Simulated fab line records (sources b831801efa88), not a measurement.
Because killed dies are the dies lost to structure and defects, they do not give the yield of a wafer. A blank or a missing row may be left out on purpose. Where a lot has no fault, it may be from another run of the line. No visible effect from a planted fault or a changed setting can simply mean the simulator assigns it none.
Problem report, 8D (eight disciplines) form, completed by code / flow gf180mcu / the parts of the form that need people (team, actions taken, sign-off) are left out

== 1. WHAT IS WRONG ==
Wafers without a fault read 14.999 s, standard deviation 0.0095; overpolish-run-s at GF_V5_CMP_26 reads a mean of 15.987 s on 3 wafers belonging to 2 lots. That is +99 or more standard deviations from the usual mean.
The step: polishes, stops on SiO2, t overpolish 15 s, target thk 0 nm.
First observed at day 31 03:02: wafer L834.2, on cmp-01. The record has a number at this step for 36 wafers belonging to 12 lots. Rule for "out" (also "out of limits"): further than 4 standard deviations from the usual mean. The other wafers with a number count as sound.

== 2. WHAT IT IS, WHAT IT ISN'T ==
question=which readings at this step | is=overpolish-run-s | is not=motor-current-A, platen-rpm, time-to-endpoint-s
question=which lots | is=L834, L835 | is not=L821, L822, L825, L826, L828, L837, L838, L841, L842, L843
question=which wafers of those lots | is=L834.2, L835.2, L835.6 | is not=L834.4, L834.6, L835.1
question=read on which tools | is=cmp-01 | is not=cmp-02
question=when | is=from day 31 03:02 | is not=up to then (17 sound wafers); but 16 sound wafers of L835, L837, L838, L841, L842, L843 came after

== 3. WHAT RULES OUT EACH SUSPECT ==
Counting: a tool at a process step up to the reading stays a suspect if it ran every lot that is out. Sound lots after the first of them don't rule it out here, since some wafers of a struck lot are sound.
- cmp-01 at GF_V5_CMP_26 (polishes, stops on SiO2, t overpolish 15 s, target thk 0 nm): kept. Ran every lot that is out, first one L834 (day 31 03:02); last sound lot up to then L828 (day 29 11:16). On those wafers its own readings are out: overpolish-run-s.
- cmp-01, GF_V5_CMP_26: wafers that are out in chamber 1, sound lot-mates in chambers 2, 3.
The count leaves cmp-01 at GF_V5_CMP_26.

== 4. THE CAUSE (what the simulator had put in) ==
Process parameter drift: cmp-01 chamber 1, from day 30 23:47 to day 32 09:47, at GF_V5_CMP_26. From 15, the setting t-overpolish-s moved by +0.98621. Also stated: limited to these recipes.
This tool alone remained once counting was done.

== 5. THE CHAIN OF EFFECTS, in route order ==
Each row: a reading where the mean over the struck wafers with a number is more than 3 standard deviations away from the usual. Only readings for which the record gives a usual standard deviation are gone through. hours: the time from each lot's start at the first step in this table that gives one to its start at this step, as a median over the lots. sigmas: the change in usual standard deviations.
hours=0; step=GF_V5_CMP_26; reading=overpolish-run-s; usual=14.999 s; on struck wafers=15.987; change=+0.988; sigmas=+99 or more
The process steps in it:
- GF_V5_CMP_26: polishes, stops on SiO2, t overpolish 15 s, target thk 0 nm.

== 6. WHAT WOULD HAVE CAUGHT IT SOONER ==
The fault began at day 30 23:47; the first out-of-limits reading in this record came at day 31 03:02, 3 hours later.
